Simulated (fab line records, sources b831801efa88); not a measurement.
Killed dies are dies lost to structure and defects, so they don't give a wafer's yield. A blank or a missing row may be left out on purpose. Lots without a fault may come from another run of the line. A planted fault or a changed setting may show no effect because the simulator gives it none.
fab line records | flow sky130
record lots=13 wafers=39 last_day=50
route steps=708 shown POLY_GATE@227 LDD_HVN@271 CONTACT@407
lots that met no fault: from a run of the same line without faults
start_h: hours from the record's first day to the start of the lot's first wafer shown | wait_h: hours since the lot's step before | " the same as in the row above | L1.1+2: a row that stands for several wafers | - no value, or no start given | * or withheld: withheld | < > ~ a bound
route shown NAME@n: a module of which the file shows steps, and the number in the route of the first | usual: mean/standard deviation of fault-free wafers | same: alike in all rows | chamber/n: place in a boat | sites: the reading at each site | _std_site: their standard deviation | _edge_site: outer sites' mean less inner sites' | radius_mm: how far each site lies from the wafer's centre | mask NAME#n: copy n | behind: the tool/chamber that last shaped the wafer | hold: why the lot was held/for how many hours/how that ended | device: the transistor (n, p or np) that didn't switch | end of line: the same wafers' tests at the end of the route | a step without rows: its recipe alone | killed: dies lost to structure and defects at the first sort, not the wafer's yield | map: a wafer's dies, x killed, . not, _ none there
set.NAME: the setting as run; set.NAME@STEP: as run at that earlier step | model.NAME: the simulator's own value behind a step, which no gauge read
steps of the route over a sample of lots; a table a step, a row a wafer
services: from which hour (start_h, from the record's first day; less than 0 if before it) a tool's chamber was out of use, for how many hours, and why
## steps
# step SKY_POLY_GATE_CD_MEAS_13
# recipe target_cd_nm=150
# usual cd_nm=149.9/1.4
# columns lot.wafer tool chamber start_h wait_h cd_nm
L208.3 cd_sem-01 - 377.02 - 152.7
L208.5 " - " " 153.9
L208.6 " - " " 153.2
L209.2 cd_sem-02 - 383.14 - 150.5
L209.4 " - " " 150.1
L209.5 " - " " 150.8
L212.3 cd_sem-01 - 413.27 - 149.4
L212.4 " - " " 149.1
L212.5 " - " " 148.7
L215.3 cd_sem-02 - 443.10 - 151.8
L215.5 " - " " 152.2
L215.6 " - " " 150.8
L218.1 cd_sem-01 - 470.11 - 150.3
L218.2 " - " " 151.4
L218.6 " - " " 151.2
L219.2 cd_sem-02 - 477.80 - 149.9
L219.4 " - " " 149.4
L219.5 " - " " 149.4
L222.2 cd_sem-02 - 499.90 - 147.4
L222.4 " - " " 148.5
L222.5 " - " " 146.0
L223.1 cd_sem-01 - 511.77 - 148.9
L223.5 " - " " 149.3
L223.6 " - " " 149.0
L224.1 cd_sem-02 - 523.28 - 149.1
L224.5 " - " " 149.5
L224.6 " - " " 150.9
L225.1 cd_sem-02 - 531.42 - 149.9
L225.3 " - " " 149.7
L225.5 " - " " 149.5
L226.1 cd_sem-01 - 537.57 - 148.0
L226.4 " - " " 147.5
L226.6 " - " " 148.3
L228.2 cd_sem-02 - 550.50 - 147.7
L228.5 " - " " 149.0
L228.6 " - " " 148.7
L230.2 cd_sem-02 - 569.24 - 150.3
L230.3 " - " " 149.4
L230.6 " - " " 150.6
# step SKY_LDD_HVN_EXPOSE_04
# recipe mask_id=HVNTM na=0.6 source_shape=conventional sigma_outer=0.6 polarization=unpolarized target_cd_nm=700 dose_mj=127
# usual stage_vel_mm_s=500.02/0.23
# columns lot.wafer tool chamber start_h wait_h mask stage_vel_mm_s
L208.3 iline_stepper-02 0 455.85 - HVNTM#0 500.30
L208.5 " 0 " " HVNTM#0 500.09
L208.6 " 0 " " HVNTM#0 499.82
L209.2 iline_stepper-02 0 461.22 - HVNTM#0 500.36
L209.4 " 0 " " HVNTM#0 500.35
L209.5 " 0 " " HVNTM#0 500.13
L212.3 iline_stepper-02 0 493.95 - HVNTM_R1#0 500.45
L212.4 " 0 " " HVNTM_R1#0 500.06
L212.5 " 0 " " HVNTM_R1#0 499.61
L215.3 iline_stepper-02 0 522.80 - HVNTM#0 499.93
L215.5 " 0 " " HVNTM#0 500.27
L215.6 " 0 " " HVNTM#0 500.06
L218.1 iline_stepper-02 0 550.30 - HVNTM#0 500.04
L218.2 " 0 " " HVNTM#0 500.12
L218.6 " 0 " " HVNTM#0 499.80
L219.2 iline_stepper-01 0 556.46 - HVNTM#0 500.21
L219.4 " 0 " " HVNTM#0 500.30
L219.5 " 0 " " HVNTM#0 499.68
L222.2 iline_stepper-02 0 577.91 - HVNTM#0 499.89
L222.4 " 0 " " HVNTM#0 499.96
L222.5 " 0 " " HVNTM#0 499.51
L223.1 iline_stepper-02 0 589.75 - HVNTM#0 500.14
L223.5 " 0 " " HVNTM#0 499.67
L223.6 " 0 " " HVNTM#0 499.95
L224.1 iline_stepper-01 0 600.39 - HVNTM#0 499.96
L224.5 " 0 " " HVNTM#0 500.19
L224.6 " 0 " " HVNTM#0 499.95
L225.1 iline_stepper-01 0 609.22 - HVNTM#0 500.07
L225.3 " 0 " " HVNTM#0 499.87
L225.5 " 0 " " HVNTM#0 499.91
L226.1 iline_stepper-02 0 614.60 - HVNTM#0 500.10
L226.4 " 0 " " HVNTM#0 500.11
L226.6 " 0 " " HVNTM#0 500.10
L228.2 iline_stepper-01 0 626.14 - HVNTM#0 499.51
L228.5 " 0 " " HVNTM#0 500.01
L228.6 " 0 " " HVNTM#0 499.83
L230.2 iline_stepper-01 0 645.23 - HVNTM#0 499.98
L230.3 " 0 " " HVNTM#0 499.95
L230.6 " 0 " " HVNTM#0 500.11
# step SKY_CONTACT_THK_MEAS_01
# recipe reads=Si3N4_of_CONTACT_CVD_00
# usual CONTACT_CVD_00_THK=75.4/0.94
# columns lot.wafer tool chamber start_h wait_h CONTACT_CVD_00_THK[nm]
L208.3 film_metro-03 - 709.59 - 74.4
L208.5 " - " " 75.9
L208.6 " - " " 75.3
L209.2 film_metro-01 - 716.41 - 73.7
L209.4 " - " " 75.3
L209.5 " - " " 74.8
L212.3 film_metro-01 - 749.62 - 75.0
L212.4 " - " " 77.2
L212.5 " - " " 77.4
L215.3 film_metro-02 - 772.50 - 75.4
L215.5 " - " " 75.9
L215.6 " - " " 76.2
L218.1 film_metro-01 - 798.12 - 75.8
L218.2 " - " " 75.4
L218.6 " - " " 76.5
L219.2 film_metro-03 - 802.24 - 74.1
L219.4 " - " " 75.0
L219.5 " - " " 75.3
L222.2 film_metro-03 - 820.67 - 75.0
L222.4 " - " " 77.1
L222.5 " - " " 75.0
L223.1 film_metro-01 - 832.19 - 75.1
L223.5 " - " " 76.2
L223.6 " - " " 75.9
L224.1 film_metro-02 - 840.27 - 74.2
L224.5 " - " " 75.1
L224.6 " - " " 75.2
L225.1 film_metro-03 - 849.39 - 76.7
L225.3 " - " " 75.6
L225.5 " - " " 75.4
L226.1 film_metro-03 - 855.17 - 75.3
L226.4 " - " " 76.6
L226.6 " - " " 75.7
L228.2 film_metro-03 - 864.73 - 73.6
L228.5 " - " " 74.9
L228.6 " - " " 75.8
L230.2 film_metro-03 - 882.67 - 75.9
L230.3 " - " " 75.3
L230.6 " - " " 75.6
# step SKY_CONTACT_CMP_04
# recipe material=SiO2 down_force_psi=4 platen_rpm=60 pad_velocity_m_s=0.94248
# usual motor_current_A=11.8/1.5 slurry_filter_dp_kPa=13.52/0.15 time_to_endpoint_s=83/5
# columns lot.wafer tool chamber start_h wait_h motor_current_A slurry_filter_dp_kPa time_to_endpoint_s
L208.3 cmp-02 1 709.91 0.2 9.8 13.61 78
L208.5 " 2 " " 12.3 13.30 77
L208.6 " 3 " " 12.5 13.37 82
L209.4 cmp-02 0 716.59 0.0 13.2 13.46 76
L209.2 " 2 " " 12.0 13.90 77
L209.5 " 1 " " 10.0 13.44 78
L212.4 cmp-02 1 749.79 0.0 9.4 13.41 92
L212.3 " 3 " " 11.9 13.49 93
L212.5 " 2 " " 12.7 13.53 88
L215.3 cmp-01 1 772.77 0.1 14.4 13.60 81
L215.6 " 3 " " 11.9 13.54 82
L215.5 " 0 " " 10.7 13.52 80
L218.1 cmp-01 2 798.31 0.1 12.0 13.46 87
L218.2 " 3 " " 11.6 13.58 87
L218.6 " 3 " " 11.4 13.80 88
L219.2 cmp-02 2 802.42 0.0 12.3 13.62 82
L219.4 " 3 " " 12.3 13.35 86
L219.5 " 3 " " 12.5 13.40 85
L222.2 cmp-01 1 820.95 0.1 15.0 13.39 93
L222.4 " 2 " " 11.9 13.53 87
L222.5 " 0 " " 10.3 13.41 93
L223.1 cmp-01 0 832.53 0.2 9.6 13.47 89
L223.6 " 1 " " 14.3 13.11 88
L223.5 " 2 " " 11.6 13.27 93
L224.1 cmp-02 2 840.65 0.1 12.4 13.64 79
L224.6 " 1 " " 9.3 13.32 77
L224.5 " 2 " " 12.0 13.62 77
L225.1 cmp-02 2 849.63 0.1 12.2 13.52 83
L225.3 " 0 " " 11.8 13.54 75
L225.5 " 2 " " 12.8 13.52 78
L226.1 cmp-01 0 855.41 0.1 10.3 13.38 86
L226.4 " 1 " " 13.9 13.68 83
L226.6 " 0 " " 9.7 13.61 88
L228.2 cmp-01 0 865.01 0.1 10.2 13.46 90
L228.5 " 2 " " 11.6 13.69 84
L228.6 " 3 " " 12.0 13.71 88
L230.3 cmp-01 0 883.10 0.2 9.9 13.69 83
L230.2 " 2 " " 12.5 13.55 94
L230.6 " 0 " " 10.0 13.47 85
## services
# columns tool chamber start_h hours kind
cmp-02 - 456.09 6.7 pm
cmp-02 - 493.94 0.8 repair
cmp-02 - 532.65 3.1 repair
cmp-02 - 569.98 2.0 repair
cmp-01 - 572.11 4.0 pm
iline_stepper-02 - 591.43 2.1 pm
iline_stepper-02 - 634.01 3.7 repair
iline_stepper-02 - 644.92 2.0 repair
cmp-01 - 665.93 0.9 repair
cmp-01 - 666.48 6.6 repair
cmp-01 - 682.24 5.3 pm
iline_stepper-02 - 684.30 1.2 repair
cmp-02 - 685.07 2.3 repair
cmp-01 - 705.43 0.4 repair
iline_stepper-02 - 714.30 8.9 pm
cmp-01 - 716.01 1.7 repair
cmp-01 - 718.97 5.5 pm
cmp-02 - 744.00 4.0 pm
iline_stepper-02 - 748.30 1.7 pm
cmp-02 - 771.70 7.8 repair
cmp-02 - 793.49 3.2 repair
cmp-01 - 802.23 0.9 repair
cmp-02 - 825.09 4.3 pm
cmp-02 - 830.75 5.3 pm
## key
first_sign step=SKY_LDD_HVN_EXPOSE_04 reading=mask direction=changed
effect none on later readings
met_at SKY_LDD_HVN_EXPOSE_04
struck_lots L212
tester_left_out L212
not_acting_at SKY_POLY_GATE_CD_MEAS_13,SKY_CONTACT_THK_MEAS_01,SKY_CONTACT_CMP_04
onset_between 461.22 493.95
fault kind=wrong_mask tool=any chamber=- onset_h=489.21 steps=SKY_LDD_HVN_EXPOSE_04 aux_copy=HVNTM_R1#0 cd_offset_nm=105 scope=struck_lots_only
# tester_left_out: of these lots the tester's yield and bins aren't shown, on N5 and GAA mostly nor the transistor test; their killed dies are dies lost to structure and defects alone, not to doping, threshold or leakage, so they don't give the yield
